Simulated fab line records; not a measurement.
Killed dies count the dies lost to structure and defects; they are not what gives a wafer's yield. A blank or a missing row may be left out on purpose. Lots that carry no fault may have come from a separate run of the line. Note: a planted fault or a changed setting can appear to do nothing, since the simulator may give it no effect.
fab line records    flow sky130
[record] lots = 13  wafers = 39  lastDay = 50
route steps=708 shown RES_XHIGH@340 SD_N@348 SD_P@359 LI_CONTACT@374 PAD_OPEN@708
lots untouched by any fault: they come from a run of this same line in which no faults occurred
startH: the number of hours between the record's first day and the start of the first shown wafer of the lot    waitH: time in hours since the lot's previous step    " the same as in the row above    L1.1+2: one row covering several wafers at once    - no value present, or no start provided    * or withheld: withheld    < > ~ a bound
route shown NAME@n: a module of which the file shows steps, and the number in the route of the first    usual: average and standard deviation across the fault-free wafers    same: alike in all rows    chamber/n: place in a boat    sites: the reading at each site    _std_site: their standard deviation    _edge_site: the outer-site mean with the inner-site mean subtracted    radiusMm: how far each site lies from the wafer's centre    mask NAME#n: copy n    behind: the tool/chamber that last shaped the wafer    hold: what put the lot on hold/how long, in hours/how the hold closed    device: which transistor (n, p or np) failed to switch    end of line: tests run on the same wafers once the route is complete    where a step has no rows: the recipe by itself    killed: not the wafer's yield, but the dies lost to structure and defects at the first sort    map: dies across one wafer; x = killed, . = not, _ = none there
set.NAME: setting as actually run; set.NAME@STEP: the setting as run at that earlier step    model.NAME: the simulator's own value behind a step, which no gauge read
route steps across a sampled set of lots; one table per step, one row per wafer
services: the hour from which a tool's chamber was out of use, counted from the record's first day as startH (under 0 if before that day), plus the number of hours and why
[[steps]]
[step SKY_RES_XHIGH_STRIP_08]
[recipe] chemistry = O2/N2  powerW = 1400  pressureMtorr = 1500  platenTempC = withheld  o2FlowSccm = 3000  n2FlowSccm = 300  overashFraction = 0.5
[usual] drypumpMotorCurrentA = 5.3/0.52  oesProductAu = 0.711/0.0047  stripTimeToEndpointS = 14.27/0.041
lot.wafer  tool            chamber  startH  waitH  drypumpMotorCurrentA  oesProductAu  rfHoursCounterH  stripTimeToEndpointS
L943.2     plasmaAsher-02  0        630.85  0.1    4.8                   0.707         83               14.25
L943.3     "               0        "       "      4.8                   0.714         -                14.23
L943.5     "               0        "       "      4.8                   0.710         -                14.27
L945.2     plasmaAsher-01  0        638.22  0.1    6.2                   0.710         96               14.19
L945.3     "               0        "       "      6.2                   0.716         -                14.28
L945.4     "               1        "       "      6.0                   0.706         -                14.22
L946.1     plasmaAsher-02  1        640.97  0.1    5.0                   0.715         84               14.30
L946.4     "               0        "       "      4.8                   0.716         -                14.30
L946.5     "               0        "       "      4.8                   0.701         -                14.30
L947.1     plasmaAsher-01  1        644.80  0.1    6.0                   0.707         97               14.25
L947.2     "               0        "       "      6.2                   0.704         97               14.28
L947.4     "               0        "       "      6.2                   0.710         -                14.27
L948.1     plasmaAsher-04  0        670.03  0.1    5.4                   0.715         56               14.33
L948.2     "               1        "       "      4.9                   0.715         56               14.33
L948.5     "               0        "       "      5.5                   0.719         -                14.31
L952.1     plasmaAsher-02  0        692.77  0.1    4.8                   0.704         89               14.33
L952.2     "               1        "       "      5.0                   0.712         89               14.34
L952.6     "               0        "       "      4.8                   0.714         -                14.31
L954.1     plasmaAsher-04  1        719.90  0.1    5.0                   0.710         60               14.28
L954.2     "               0        "       "      5.4                   0.705         60               14.31
L954.6     "               1        "       "      5.0                   0.712         -                14.25
L955.3     plasmaAsher-02  1        723.45  0.1    5.0                   0.710         -                14.27
L955.4     "               0        "       "      4.8                   0.710         -                14.27
L955.5     "               0        "       "      4.8                   0.706         -                14.25
L957.1     plasmaAsher-02  0        734.37  0.1    4.8                   0.706         93               14.18
L957.3     "               1        "       "      5.0                   0.708         -                14.22
L957.6     "               1        "       "      5.0                   0.708         -                14.18
L958.1     plasmaAsher-02  1        738.52  0.1    5.0                   0.716         94               14.29
L958.2     "               0        "       "      4.8                   0.715         94               14.33
L958.6     "               0        "       "      4.8                   0.713         -                14.27
L959.4     plasmaAsher-02  0        748.91  0.1    4.8                   0.718         -                14.32
L959.5     "               1        "       "      5.0                   0.717         -                14.31
L959.6     "               0        "       "      4.8                   0.716         -                14.29
L960.2     plasmaAsher-01  1        752.78  0.1    6.0                   0.711         1                14.28
L960.4     "               1        "       "      6.1                   0.715         -                14.32
L960.6     "               0        "       "      6.2                   0.711         -                14.31
L965.1     plasmaAsher-04  1        787.93  0.1    4.9                   0.717         66               14.24
L965.3     "               0        "       "      5.5                   0.716         -                14.25
L965.5     "               0        "       "      5.5                   0.711         -                14.23
[step SKY_SD_N_DEVELOP_06]
[recipe] resist = NOVOLAK  developer = TMAH  developTimeS = 60  devTempC = 23
lot.wafer   tool           chamber  startH  waitH
L943.2+3+5  lithoTrack-01  0        659.33  0.1
L945.2+3+4  lithoTrack-03  0        666.44  0.1
L946.1+4+5  lithoTrack-03  0        669.42  0.1
L947.1+2+4  lithoTrack-01  0        672.00  0.1
L948.1+2+5  lithoTrack-01  0        697.15  0.1
L952.1+2+6  lithoTrack-01  0        720.80  0.1
L954.1+2+6  lithoTrack-01  0        746.45  0.1
L955.3+4+5  lithoTrack-03  0        749.92  0.1
L957.1+3+6  lithoTrack-03  0        760.87  0.1
L958.1+2+6  lithoTrack-03  0        766.37  0.1
L959.4+5+6  lithoTrack-03  0        776.04  0.1
L960.2+4+6  lithoTrack-03  0        779.89  0.1
L965.1+3+5  lithoTrack-01  0        814.55  0.1
[step SKY_SD_N_CD_MEAS_07]
[recipe] targetCdNm = 380
[usual] cdNm = 380.2/2.7
lot.wafer  tool      chamber  startH  waitH  cdNm
L943.2     cdSem-02  -        659.47  0.1    373.1
L943.3     "         -        "       "      374.9
L943.5     "         -        "       "      373.9
L945.2     cdSem-02  -        666.59  0.1    381.0
L945.3     "         -        "       "      381.4
L945.4     "         -        "       "      381.2
L946.1     cdSem-01  -        669.57  0.1    381.1
L946.4     "         -        "       "      383.0
L946.5     "         -        "       "      380.8
L947.1     cdSem-02  -        672.15  0.1    380.8
L947.2     "         -        "       "      382.5
L947.4     "         -        "       "      379.1
L948.1     cdSem-01  -        697.39  0.2    382.9
L948.2     "         -        "       "      379.4
L948.5     "         -        "       "      379.9
L952.1     cdSem-01  -        720.95  0.1    379.5
L952.2     "         -        "       "      382.0
L952.6     "         -        "       "      381.5
L954.1     cdSem-02  -        746.60  0.1    382.5
L954.2     "         -        "       "      381.4
L954.6     "         -        "       "      380.5
L955.3     cdSem-01  -        750.06  0.1    378.2
L955.4     "         -        "       "      378.3
L955.5     "         -        "       "      377.6
L957.1     cdSem-02  -        761.02  0.1    382.4
L957.3     "         -        "       "      379.6
L957.6     "         -        "       "      379.9
L958.1     cdSem-02  -        766.52  0.1    402.9
L958.2     "         -        "       "      402.2
L958.6     "         -        "       "      402.8
L959.4     cdSem-02  -        776.18  0.1    402.3
L959.5     "         -        "       "      401.4
L959.6     "         -        "       "      403.4
L960.2     cdSem-02  -        780.04  0.1    399.0
L960.4     "         -        "       "      397.9
L960.6     "         -        "       "      398.5
L965.1     cdSem-01  -        814.74  0.2    385.5
L965.3     "         -        "       "      383.3
L965.5     "         -        "       "      385.3
[step SKY_SD_N_RS_MEAS_17]
[recipe] thkMeasGauge = four-point-probe
[usual] SD_P_RS = 147.0/0.39
lot.wafer  tool          chamber  startH  waitH  SD_P_RS[ohm/sq]
L943.2     filmMetro-03  -        660.44  0.1    146.9
L943.3     "             -        "       "      146.5
L943.5     "             -        "       "      146.8
L945.2     filmMetro-03  -        667.55  0.1    147.3
L945.3     "             -        "       "      147.2
L945.4     "             -        "       "      147.2
L946.1     filmMetro-03  -        670.53  0.1    147.4
L946.4     "             -        "       "      147.3
L946.5     "             -        "       "      147.1
L947.1     filmMetro-01  -        673.11  0.1    146.2
L947.2     "             -        "       "      146.7
L947.4     "             -        "       "      147.1
L948.1     filmMetro-01  -        698.70  0.1    147.2
L948.2     "             -        "       "      147.4
L948.5     "             -        "       "      147.0
L952.1     filmMetro-01  -        721.97  0.1    146.9
L952.2     "             -        "       "      146.8
L952.6     "             -        "       "      147.0
L954.1     filmMetro-03  -        747.56  0.1    147.8
L954.2     "             -        "       "      147.3
L954.6     "             -        "       "      147.4
L955.3     filmMetro-03  -        751.02  0.1    146.6
L955.4     "             -        "       "      146.8
L955.5     "             -        "       "      146.7
L957.1     filmMetro-04  -        761.98  0.1    146.7
L957.3     "             -        "       "      147.0
L957.6     "             -        "       "      146.4
L958.1     filmMetro-01  -        767.48  0.1    146.9
L958.2     "             -        "       "      146.7
L958.6     "             -        "       "      146.8
L959.4     filmMetro-01  -        777.14  0.1    147.0
L959.5     "             -        "       "      146.9
L959.6     "             -        "       "      147.2
L960.2     filmMetro-01  -        781.05  0.1    146.5
L960.4     "             -        "       "      146.3
L960.6     "             -        "       "      146.6
L965.1     filmMetro-01  -        815.70  0.1    146.3
L965.3     "             -        "       "      146.7
L965.5     "             -        "       "      146.6
[step SKY_LI_CONTACT_CD_MEAS_12]
[recipe] targetCdNm = 170
[usual] cdNm = 169.9/1.2
lot.wafer  tool      chamber  startH  waitH  cdNm
L943.2     cdSem-02  -        689.32  -      170.2
L943.3     "         -        "       "      169.2
L943.5     "         -        "       "      168.6
L945.2     cdSem-02  -        696.40  -      170.6
L945.3     "         -        "       "      171.8
L945.4     "         -        "       "      171.7
L946.1     cdSem-02  -        699.23  -      169.9
L946.4     "         -        "       "      169.8
L946.5     "         -        "       "      169.6
L947.1     cdSem-01  -        701.53  -      169.8
L947.2     "         -        "       "      170.1
L947.4     "         -        "       "      168.6
L948.1     cdSem-01  -        726.83  -      169.7
L948.2     "         -        "       "      169.0
L948.5     "         -        "       "      167.6
L952.1     cdSem-01  -        750.62  -      170.7
L952.2     "         -        "       "      171.1
L952.6     "         -        "       "      169.5
L954.1     cdSem-02  -        774.97  -      171.6
L954.2     "         -        "       "      173.0
L954.6     "         -        "       "      172.2
L955.3     cdSem-02  -        778.64  -      170.7
L955.4     "         -        "       "      170.3
L955.5     "         -        "       "      170.2
L957.1     cdSem-02  -        789.77  -      167.7
L957.3     "         -        "       "      169.1
L957.6     "         -        "       "      167.9
L958.1     cdSem-01  -        794.98  -      170.8
L958.2     "         -        "       "      170.8
L958.6     "         -        "       "      171.4
L959.4     cdSem-01  -        804.88  -      169.1
L959.5     "         -        "       "      168.8
L959.6     "         -        "       "      168.8
L960.2     cdSem-01  -        808.64  -      169.3
L960.4     "         -        "       "      168.6
L960.6     "         -        "       "      169.8
L965.1     cdSem-01  -        842.60  -      170.5
L965.3     "         -        "       "      169.7
L965.5     "         -        "       "      170.1
[step SKY_PAD_OPEN_PROBE_99]
[usual] killed_at_M0_to_M3 = 43/7.1  killed_at_M4_up = 3/1.7  killedAtContacts = 25/5.6  killedAtFrontEnd = 16/4.1  killedAtOther = 0.2/0.49  killedDies = 87/9.8  killedOpen = 47/7.6  killedShort = 40/6.1
[same] grossDies = 492  killedAtBackSide = 0
lot.wafer  tool       chamber  startH   waitH  killed_at_M0_to_M3  killed_at_M4_up  killedAtContacts  killedAtFrontEnd  killedAtOther  killedDies  killedOpen  killedShort
L958.6     prober-01  -        1159.67  0.2    55                  1                24                22                0              102         45          55
L960.2     prober-01  -        1169.62  0.1    38                  2                20                19                0              79          33          45
// killed by level:class
L958.6 VIA1:geometricParticle:open=13 CONTACT:geometricParticle:short=10 METAL1:geometricParticle:short=10 POLY_GATE:geometricParticle:short=9 VIA2:geometricParticle:open=9 VIA1:geometricParticle:short=8 CONTACT:geometricParticle:open=7 METAL2:geometricParticle:short=6
L960.2 LI_CONTACT:geometricParticle:open=8 FIELD_ISO:geometricParticle:short=7 VIA1:geometricParticle:short=7 CONTACT:geometricParticle:short=6 VIA3:geometricParticle:open=6 FIELD_ISO:geometricParticle:open=5 VIA1:geometricParticle:open=4 VIA2:geometricParticle:short=4
[[services]]
tool            chamber  startH  hours  kind
plasmaAsher-02  -        638.98  1.7    repair
plasmaAsher-02  -        642.88  3.0    repair
plasmaAsher-01  -        733.75  9.0    pm
plasmaAsher-01  0        733.75  9.0    ventCycle
plasmaAsher-01  1        733.75  9.0    ventCycle
plasmaAsher-01  0        742.75  -      clean
plasmaAsher-01  1        742.75  -      clean
plasmaAsher-01  -        753.33  0.5    repair
plasmaAsher-04  -        761.79  11.5   repair
[[key]]
[firstSign] step = SKY_SD_N_CD_MEAS_07  reading = cdNm  direction = up  sigmas = 7.8  usual = 380.2  struck = 401.2  through = controlLoop
effect none on later readings
metAt SKY_SD_N_DEVELOP_06
struckLots L958,L959,L960
testerLeftOut L958,L959,L960
[loopTrim] step = SKY_SD_N_EXPOSE_04  setting = dose  lots = L960
notActingAt SKY_RES_XHIGH_STRIP_08,SKY_SD_N_RS_MEAS_17,SKY_LI_CONTACT_CD_MEAS_12
onsetBetween 760.87 766.37
[fault] kind = processParameterDrift  tool = lithoTrack-03  chamber = -  onsetH = 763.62  steps = SKY_SD_N_DEVELOP_06  channel = developTimeS  offset = *  shape = step  endH = 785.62  actsIn = *  stated = *
// testerLeftOut: of these lots the tester's yield and bins aren't shown, on N5 and GAA mostly nor the transistor test; their killed dies are dies lost to structure and defects alone, not to doping, threshold or leakage, so they don't give the yield
// loopTrim: a control loop set the setting to another value than it would have without faults
